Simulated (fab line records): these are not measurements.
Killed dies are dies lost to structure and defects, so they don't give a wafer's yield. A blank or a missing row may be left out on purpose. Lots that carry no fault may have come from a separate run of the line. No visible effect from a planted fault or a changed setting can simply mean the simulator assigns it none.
A lot that was struck, set against a sound lot :: flow sky130 :: 17 out of 708 route steps
Sound: the wafers L846.2, L846.3, L846.5. Struck: wafer L860.4 (L860.3, L860.5, from the same lot, were not struck and are left out); the cause is given at the end.
At each step with rows: each side's tool, then ch and its chambers, then its first start. Under that, the readings that differ: sound wafers :: struck wafers :: difference of the means :: sigmas: that difference in standard deviations of wafers without a fault.
alike: readings with means less than 2 such deviations apart, plus words and numbers identical on both sides. not compared: withheld readings, readings lacking a value on some wafer, bounds such as >300 that could conceal the same value, and numbers that have no deviation in the record and whose values overlap.
Wherever a step has rows on one side only, a row that says differs or no value, or a row with sigmas, the two part there. When numbers do not overlap yet have no deviation, they are printed without sigmas and do not part them. A reading missing from all wafers of one side parts the sides only when that side holds two or more wafers.

first, 9 steps without rows for these wafers: SKY_CAP2M_CLEAN_17 (cleans in O3/DIW); SKY_METAL4_DEHYDRATE_05 (time 60 s); SKY_METAL4_HMDS_06 (prime time 60 s); SKY_METAL4_COAT_07 (resist thk 60 nm); SKY_METAL4_COAT_08 (resist thk 1140 nm); SKY_METAL4_SOFTBAKE_09 (time 90 s); SKY_METAL4_EXPOSE_10 (exposes mask MM4, target cd 300 nm); SKY_METAL4_PEB_11; SKY_METAL4_DEVELOP_12 (develop time 60 s).
SKY_METAL4_CD_MEAS_13 targets a cd of 300 nm.
  sound on cd_sem-02 at day 41 14:31; struck on cd_sem-01 at day 46 05:02
  alike: cd_nm
SKY_METAL4_OVL_MEAS_14:
  sound on overlay-01 at day 41 14:37; struck on overlay-01 at day 46 05:08
  alike: METAL4_OVL
SKY_METAL4_DESCUM_15: chemistry O2, time 8 s.
  sound on rie_metal-01 ch 0,1, day 41 14:39; struck on rie_metal-03 ch 1, day 46 05:10
  alike: drypump_motor_current_A, he_backside_leak_sccm, oes_product_au
  not compared: rf_hours_counter_h
SKY_METAL4_ETCH_16: etches BARC in N2/H2, stops on SiO2, time 88.2 s, target depth 60 nm.
  sound on rie_metal-01 ch 0,1, day 41 14:41; struck on rie_metal-03 ch 1, day 46 05:13
reading: oes_product_au (a.u.)
sound: 0.621 0.632 0.625
struck: 0.941
difference: +0.315
sigmas: +70

reading: run_length_s (s)
sound: 115.9 117.0 115.9
struck: 83.0
difference: -33.3
sigmas: -99 or more

reading: throttle_valve_pct (%)
sound: 13.196 13.199 13.207
struck: 13.239
difference: +0.038
sigmas: +4

reading: model.KrF-thick_of_METAL4_COAT_08.thk_nm (nm)
sound: 1075 1073 1073
struck: 1097
difference: +23
sigmas: 

reading: model.METAL4.cd_nm (nm)
sound: 299.8 298.7 300.4
struck: 303.8
difference: +4.2
sigmas: 
  alike: drypump_motor_current_A, he_backside_leak_sccm
  not compared: bias_w, rf_hours_counter_h
SKY_METAL4_ETCH_17: etches SiO2 in C4F8/O2/Ar, stops on TiN, time 3.9 s, target depth 15 nm.
  sound on rie_diel-02 ch 0,1, day 41 14:47; struck on rie_diel-02 ch 0, day 46 05:17
  alike: bias_w, oes_product_au
  not compared: rf_hours_counter_h
SKY_METAL4_METAL_ETCH_18: etches the open film in Cl2/BCl3, stops on SiO2, target depth 845 nm, time 183.1 s.
  sound on rie_metal-02 ch 1, day 41 14:52; struck on rie_metal-01 ch 0, day 46 05:22
reading: bias_w (W)
sound: 48.49 48.57 48.59
struck: 48.84
difference: +0.29
sigmas: +2

reading: model.KrF-thick_of_METAL4_COAT_08.thk_nm (nm)
sound: 529.6 526.4 524.3
struck: 549.9
difference: +23.1
sigmas: 

reading: model.METAL4.cd_nm (nm)
sound: 305.9 304.8 307.7
struck: 304.3
difference: -1.8
sigmas: 
  alike: drypump_motor_current_A, he_backside_leak_sccm, oes_product_au, run_length_s, throttle_valve_pct
  not compared: rf_hours_counter_h
SKY_METAL4_STRIP_19: strips in O2/N2.
  sound on plasma_asher-04 ch 1, day 41 15:09; struck on plasma_asher-04 ch 0, day 46 05:31
reading: oes_product_au (a.u.)
sound: 0.503 0.505 0.497
struck: 0.519
difference: +0.017
sigmas: +3

reading: strip_time_to_endpoint_s (s)
sound: 6.56 6.52 6.51
struck: 6.78
difference: +0.25
sigmas: +3
  alike: drypump_motor_current_A
  not compared: rf_hours_counter_h
-- the record jumps here: 3 days lie between the struck wafers' starts before and after (it left off in module METAL4 and takes up again in module PAD_OPEN, whose first step shown is number 708 of the route) --
SKY_PAD_OPEN_PROBE_99:
  sound on prober-02 at day 45 19:52; struck on prober-02 at day 49 16:22
reading: model.etest.met4.width_nm (nm)
sound: 304 302.9 309
struck: 302.7
difference: -2.6
sigmas: 
  alike: defect_limited_yield, killed_at_M0_to_M3, killed_at_M4_up, killed_at_contacts, killed_at_front_end, killed_at_other, killed_dies, killed_open, killed_short, sort_bin_3_pad_short, sort_bin_5_function, sort_bin_6_memory, sort_n_pass, sort_yield_pct

WHERE THEY PART
First at SKY_METAL4_ETCH_16; last, within this record, at SKY_METAL4_STRIP_19. Later steps at which nothing parts them and some readings are alike: SKY_PAD_OPEN_PROBE_99.

WHY: the cause the simulator had injected
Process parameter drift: rie_metal-03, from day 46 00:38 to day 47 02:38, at SKY_METAL4_ETCH_16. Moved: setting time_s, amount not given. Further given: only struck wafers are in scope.
